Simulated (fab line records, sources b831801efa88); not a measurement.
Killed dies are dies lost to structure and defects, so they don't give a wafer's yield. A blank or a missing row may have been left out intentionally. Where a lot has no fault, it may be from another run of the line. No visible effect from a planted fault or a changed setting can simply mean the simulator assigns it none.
Which tool is to blame? / flow gf180mcu / route of 602 steps, sampled at 1 step: 6 lots, 18 wafers

== WHAT THE GAUGES READ, wafer by wafer ==
GF_CONTACT_CD_MEAS_14: the cd target is 220 nm.
lot=L512; measured=day 16 23:34; on=cd-sem-02; cd-nm (nm)=218.9 218.3 218.1
lot=L514; measured=day 17 21:23; on=cd-sem-01; cd-nm (nm)=218.0 218.5 218.1
lot=L518; measured=day 19 12:18; on=cd-sem-01; cd-nm (nm)=219.1 220.3 220.5
lot=L521; measured=day 20 17:55; on=cd-sem-02; cd-nm (nm)=219.1 220.0 219.3
lot=L528; measured=day 23 04:43; on=cd-sem-01; cd-nm (nm)=218.8 220.0 218.0
lot=L532; measured=day 24 02:50; on=cd-sem-01; cd-nm (nm)=220.7 221.0 219.4

== WHICH TOOL RAN EACH LOT (tool, then ch and the chambers of the sampled wafers, then the start) ==
No process step before these readings appears in the record.

== THE ANSWER, worked out from the rows above alone ==
Rule: the usual values come from the lots themselves. The widest of any qualifying gaps counts: lots, ordered by their means at a reading, are off when they make up no more than a third of the lots, leave a main group of 4 or more, and stand apart from it by 3 or more times the standard deviation of that group's means. If all means in a main group match to the digits the tables above print for the reading, that group is not used. A lot without any number at a reading at which 4 lots or more have one is off too. Where the step has rows for the other lots, those lots are counted as sound.
Across all readings shown, no lot is off: no conclusion can be drawn from this.

== WHAT THE SIMULATOR PUT IN ==
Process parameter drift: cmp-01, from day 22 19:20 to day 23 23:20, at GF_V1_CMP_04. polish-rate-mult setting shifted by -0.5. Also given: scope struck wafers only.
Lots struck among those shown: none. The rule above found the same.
